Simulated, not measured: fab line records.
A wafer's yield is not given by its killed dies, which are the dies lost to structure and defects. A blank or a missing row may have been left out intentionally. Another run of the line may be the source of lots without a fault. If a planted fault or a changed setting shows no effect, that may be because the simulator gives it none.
Which tool was responsible? + flow gf180mcu + 72 wafers from 24 lots sampled at 5 of the route's 602 steps

== WHAT THE GAUGES SHOWED, per wafer ==
GF_M2_RS_MEAS_05: the measuring method here is four-point-probe. Usual: for M2_ALCU_RS the level is 0.0698 ohm/sq and the standard deviation is 0.00087.
| lot  | measured     | on            | M2_ALCU_RS (ohm/sq)  | flag |
|------|--------------|---------------|----------------------|------|
| L074 | day 18 06:23 | film_metro-03 | 0.0695 0.0718 0.0704 |      |
| L075 | day 18 16:13 | film_metro-03 | 0.0702 0.0698 0.0705 |      |
| L076 | day 18 22:26 | film_metro-02 | 0.0715 0.0705 0.0702 |      |
| L077 | day 19 15:10 | film_metro-01 | 0.0698 0.0691 0.0703 |      |
| L078 | day 19 19:59 | film_metro-02 | 0.0685 0.0693 0.0685 |      |
| L079 | day 20 08:17 | film_metro-02 | 0.0691 0.0693 0.0705 |      |
| L080 | day 20 15:40 | film_metro-01 | 0.0694 0.0700 0.0694 |      |
| L081 | day 20 23:32 | film_metro-03 | 0.0696 0.0697 0.0698 |      |
| L082 | day 21 06:43 | film_metro-01 | 0.0702 0.0703 0.0700 |      |
| L083 | day 21 12:53 | film_metro-03 | 0.0699 0.0715 0.0695 |      |
| L084 | day 22 04:15 | film_metro-03 | 0.0687 0.0703 0.0685 |      |
| L085 | day 22 16:56 | film_metro-01 | 0.0702 0.0681 0.0699 |      |
| L086 | day 22 18:15 | film_metro-01 | 0.0699 0.0703 0.0701 |      |
| L087 | day 23 02:18 | film_metro-03 | 0.0695 0.0699 0.0695 |      |
| L088 | day 23 07:14 | film_metro-03 | 0.0699 0.0696 0.0694 |      |
| L089 | day 23 15:44 | film_metro-02 | 0.0704 0.0700 0.0699 |      |
| L090 | day 24 01:31 | film_metro-01 | 0.0701 0.0700 0.0699 |      |
| L091 | day 24 08:46 | film_metro-02 | 0.0677 0.0679 0.0692 |      |
| L092 | day 24 16:06 | film_metro-01 | 0.0700 0.0707 0.0705 |      |
| L093 | day 24 23:36 | film_metro-03 | 0.0703 0.0685 0.0679 |      |
| L094 | day 25 08:44 | film_metro-03 | 0.0703 0.0690 0.0702 |      |
| L095 | day 25 20:59 | film_metro-02 | 0.0694 0.0703 0.0710 |      |
| L096 | day 25 23:04 | film_metro-01 | 0.0687 0.0713 0.0698 |      |
| L097 | day 26 05:35 | film_metro-03 | 0.0690 0.0694 0.0697 |      |

GF_M4_OVL_MEAS_15. Usual: for M4_OVL the level is 1 nm and the standard deviation is 5.7.
| lot  | measured     | on         | M4_OVL (nm) | flag |
|------|--------------|------------|-------------|------|
| L074 | day 23 11:28 | overlay-02 | 2 -2 -3     |      |
| L075 | day 23 21:11 | overlay-01 | 0 -2 -7     |      |
| L076 | day 24 00:52 | overlay-02 | -3 -9 1     |      |
| L077 | day 24 16:37 | overlay-01 | -4 7 -2     |      |
| L078 | day 24 22:37 | overlay-02 | 3 0 6       |      |
| L079 | day 25 08:23 | overlay-02 | 3 -8 1      |      |
| L080 | day 25 12:28 | overlay-02 | -9 -7 0     |      |
| L081 | day 25 21:49 | overlay-01 | 15 13 6     |      |
| L082 | day 26 01:46 | overlay-02 | 1 4 -1      |      |
| L083 | day 26 08:35 | overlay-02 | 5 10 9      |      |
| L084 | day 26 22:34 | overlay-02 | -1 -6 -4    |      |
| L085 | day 27 11:25 | overlay-01 | 9 12 7      |      |
| L086 | day 27 11:44 | overlay-01 | 5 8 10      |      |
| L087 | day 27 18:52 | overlay-01 | 2 1 -2      |      |
| L088 | day 27 22:10 | overlay-01 | -7 1 -7     |      |
| L089 | day 28 05:07 | overlay-01 | -4 -1 -1    |      |
| L090 | day 28 16:38 | overlay-02 | 3 2 4       |      |
| L091 | day 28 20:31 | overlay-01 | 0 9 4       |      |
| L092 | day 29 02:35 | overlay-02 | 2 3 6       |      |
| L093 | day 29 10:24 | overlay-01 | -3 0 -3     |      |
| L094 | day 29 18:17 | overlay-02 | 1 1 -4      |      |
| L095 | day 30 06:22 | overlay-01 | 7 8 4       |      |
| L096 | day 30 07:14 | overlay-01 | -3 -7 -12   |      |
| L097 | day 30 13:13 | overlay-01 | -8 4 7      |      |

== TOOL THAT RAN EACH LOT (tool first, then ch and the chambers of the sampled wafers, then the start) ==
| lot  | GF_M2_SPUTTER_01             | GF_V3_CVD_02                    | GF_V3_ETCH_17                                 |
|------|------------------------------|---------------------------------|-----------------------------------------------|
| L074 | pvd_sputter-03, day 18 06:16 | pecvd-03 ch 0,1,2, day 21 11:24 | rie_diel-04 ch 0,1,2, day 23 11:28 or earlier |
| L075 | pvd_sputter-04, day 18 16:06 | pecvd-03 ch 0,2, day 21 21:51   | rie_diel-03 ch 1,2,3, day 23 21:11 or earlier |
| L076 | pvd_sputter-03, day 18 22:19 | pecvd-02 ch 0,1,2, day 22 02:35 | rie_diel-03 ch 0,1,3, day 24 00:52 or earlier |
| L077 | pvd_sputter-02, day 19 15:01 | pecvd-01 ch 0,1,2, day 22 17:06 | rie_diel-03 ch 0,1,3, day 24 16:37 or earlier |
| L078 | pvd_sputter-04, day 19 19:52 | pecvd-02 ch 0,2, day 22 23:42   | rie_diel-02 ch 1,2,3, day 24 22:37 or earlier |
| L079 | pvd_sputter-03, day 20 08:09 | pecvd-01 ch 0,1,2, day 23 10:39 | rie_diel-03 ch 1,2, day 25 08:23 or earlier   |
| L080 | pvd_sputter-04, day 20 15:32 | pecvd-01 ch 0,1,2, day 23 15:43 | rie_diel-04 ch 0,1,2, day 25 12:28 or earlier |
| L081 | pvd_sputter-03, day 20 23:24 | pecvd-03 ch 0,1,2, day 24 00:05 | rie_diel-04 ch 0,2,3, day 25 21:49 or earlier |
| L082 | pvd_sputter-03, day 21 06:36 | pecvd-01 ch 1,2, day 24 05:28   | rie_diel-02 ch 0,1,2, day 26 01:46 or earlier |
| L083 | pvd_sputter-03, day 21 12:44 | pecvd-03 ch 0,1,2, day 24 12:21 | rie_diel-04 ch 0,2,3, day 26 08:35 or earlier |
| L084 | pvd_sputter-03, day 22 04:08 | pecvd-01 ch 1,2, day 25 02:22   | rie_diel-03 ch 0,2, day 26 22:34 or earlier   |
| L085 | pvd_sputter-02, day 22 16:49 | pecvd-01 ch 0,1,2, day 25 16:00 | rie_diel-03 ch 0,2,3, day 27 11:25 or earlier |
| L086 | pvd_sputter-03, day 22 18:07 | pecvd-01 ch 0,2, day 25 16:36   | rie_diel-02 ch 0,2, day 27 11:44 or earlier   |
| L087 | pvd_sputter-03, day 23 02:10 | pecvd-01 ch 1,2, day 25 23:20   | rie_diel-04 ch 0,2, day 27 18:52 or earlier   |
| L088 | pvd_sputter-03, day 23 07:07 | pecvd-03 ch 0,1, day 26 04:27   | rie_diel-03 ch 0,1, day 27 22:10 or earlier   |
| L089 | pvd_sputter-03, day 23 15:37 | pecvd-01 ch 0,1,2, day 26 10:11 | rie_diel-04 ch 0,1,3, day 28 05:07 or earlier |
| L090 | pvd_sputter-04, day 24 01:22 | pecvd-01 ch 0,1,2, day 26 22:33 | rie_diel-03 ch 0,1,3, day 28 16:38 or earlier |
| L091 | pvd_sputter-02, day 24 08:39 | pecvd-02 ch 0,1,2, day 27 03:33 | rie_diel-02 ch 1,2,3, day 28 20:31 or earlier |
| L092 | pvd_sputter-04, day 24 15:58 | pecvd-03 ch 1,2, day 27 09:50   | rie_diel-04 ch 0,1,2, day 29 02:35 or earlier |
| L093 | pvd_sputter-02, day 24 23:28 | pecvd-02 ch 1, day 27 17:44     | rie_diel-02 ch 0,1,2, day 29 10:24 or earlier |
| L094 | pvd_sputter-04, day 25 08:36 | pecvd-02 ch 1,2, day 28 02:09   | rie_diel-02 ch 0,1, day 29 18:17 or earlier   |
| L095 | pvd_sputter-03, day 25 20:52 | pecvd-01 ch 0,2, day 28 13:53   | rie_diel-02 ch 2,3, day 30 06:22 or earlier   |
| L096 | pvd_sputter-02, day 25 22:56 | pecvd-02 ch 0,2, day 28 15:29   | rie_diel-03 ch 1,2,3, day 30 07:14 or earlier |
| L097 | pvd_sputter-03, day 26 05:28 | pecvd-01 ch 0,2, day 28 20:59   | rie_diel-03 ch 1,3, day 30 13:13 or earlier   |
- GF_M2_SPUTTER_01: material TiN, target thk 30 nm, time 25 s.
- GF_V3_CVD_02: deposits SiO2 from TEOS, target thk 850 nm, time 94.851 s.
- GF_V3_ETCH_17: etches SiO2 in C4F8/O2/Ar, stops on TiN, target depth 635 nm.

== WHAT THE TOOLS THEMSELVES READ (means of the sampled wafers that have a number; where no wafer has one, the mark that the record gives instead) ==
GF_M2_SPUTTER_01. Usual: 30.3 % for throttle_valve_pct, sd 1.6.
| lot  | tool           | throttle_valve_pct (%) | flag |
|------|----------------|------------------------|------|
| L074 | pvd_sputter-03 | 31.6                   |      |
| L075 | pvd_sputter-04 | 30.8                   |      |
| L076 | pvd_sputter-03 | 30.8                   |      |
| L077 | pvd_sputter-02 | 29.7                   |      |
| L078 | pvd_sputter-04 | 31.7                   |      |
| L079 | pvd_sputter-03 | 31.5                   |      |
| L080 | pvd_sputter-04 | 29.5                   |      |
| L081 | pvd_sputter-03 | 30.8                   |      |
| L082 | pvd_sputter-03 | 30.7                   |      |
| L083 | pvd_sputter-03 | 30.7                   |      |
| L084 | pvd_sputter-03 | 30.0                   |      |
| L085 | pvd_sputter-02 | 29.4                   |      |
| L086 | pvd_sputter-03 | 30.1                   |      |
| L087 | pvd_sputter-03 | 30.1                   |      |
| L088 | pvd_sputter-03 | 31.7                   |      |
| L089 | pvd_sputter-03 | 30.1                   |      |
| L090 | pvd_sputter-04 | 29.5                   |      |
| L091 | pvd_sputter-02 | 29.1                   |      |
| L092 | pvd_sputter-04 | 30.0                   |      |
| L093 | pvd_sputter-02 | 29.3                   |      |
| L094 | pvd_sputter-04 | 30.7                   |      |
| L095 | pvd_sputter-03 | 31.7                   |      |
| L096 | pvd_sputter-02 | 29.8                   |      |
| L097 | pvd_sputter-03 | 30.9                   |      |

GF_V3_CVD_02. Usual: 631 W for heater_power_w, sd 93.
| lot  | tool     | heater_power_w (W) | flag |
|------|----------|--------------------|------|
| L074 | pecvd-03 | 721                |      |
| L075 | pecvd-03 | 737                |      |
| L076 | pecvd-02 | 644                |      |
| L077 | pecvd-01 | 577                |      |
| L078 | pecvd-02 | 612                |      |
| L079 | pecvd-01 | 612                |      |
| L080 | pecvd-01 | 601                |      |
| L081 | pecvd-03 | 669                |      |
| L082 | pecvd-01 | 664                |      |
| L083 | pecvd-03 | 683                |      |
| L084 | pecvd-01 | 567                |      |
| L085 | pecvd-01 | 630                |      |
| L086 | pecvd-01 | 553                |      |
| L087 | pecvd-01 | 632                |      |
| L088 | pecvd-03 | 739                |      |
| L089 | pecvd-01 | 615                |      |
| L090 | pecvd-01 | 566                |      |
| L091 | pecvd-02 | 666                |      |
| L092 | pecvd-03 | 623                |      |
| L093 | pecvd-02 | 577                |      |
| L094 | pecvd-02 | 545                |      |
| L095 | pecvd-01 | 557                |      |
| L096 | pecvd-02 | 670                |      |
| L097 | pecvd-01 | 547                |      |

GF_V3_ETCH_17. Usual: 0.855 a.u. for oes_product_au, sd 0.0042.
| lot  | tool        | oes_product_au (a.u.) | flag |
|------|-------------|-----------------------|------|
| L074 | rie_diel-04 | 0.850                 |      |
| L075 | rie_diel-03 | 0.856                 |      |
| L076 | rie_diel-03 | 0.858                 |      |
| L077 | rie_diel-03 | 0.855                 |      |
| L078 | rie_diel-02 | 0.854                 |      |
| L079 | rie_diel-03 | 0.853                 |      |
| L080 | rie_diel-04 | 0.858                 |      |
| L081 | rie_diel-04 | 0.855                 |      |
| L082 | rie_diel-02 | 0.855                 |      |
| L083 | rie_diel-04 | 0.857                 |      |
| L084 | rie_diel-03 | 0.856                 |      |
| L085 | rie_diel-03 | 0.857                 |      |
| L086 | rie_diel-02 | 0.855                 |      |
| L087 | rie_diel-04 | 0.858                 |      |
| L088 | rie_diel-03 | 0.855                 |      |
| L089 | rie_diel-04 | 0.858                 |      |
| L090 | rie_diel-03 | 0.852                 |      |
| L091 | rie_diel-02 | 0.856                 |      |
| L092 | rie_diel-04 | 0.853                 |      |
| L093 | rie_diel-02 | 0.858                 |      |
| L094 | rie_diel-02 | 0.858                 |      |
| L095 | rie_diel-02 | 0.855                 |      |
| L096 | rie_diel-03 | 0.853                 |      |
| L097 | rie_diel-03 | 0.851                 |      |

== THE ANSWER, worked out from the rows above alone ==
Rule: a lot counts as off when the mean over its wafers that have a number is more than 3 standard deviations away from the usual mean. Also off: a lot with no number at a reading for which 4 or more lots have one. The other lots that the step has rows for count as sound. After the gauges, taken in route order, come the tools' own readings; for these a lot's mean is taken, as printed above. The first step at which some lot is off is used, and at that step the reading that is off furthest; a lot without a number counts as furthest.
No lot is off at any reading shown: from this, nothing can be told.

== WHAT THE SIMULATOR HAD INSERTED ==
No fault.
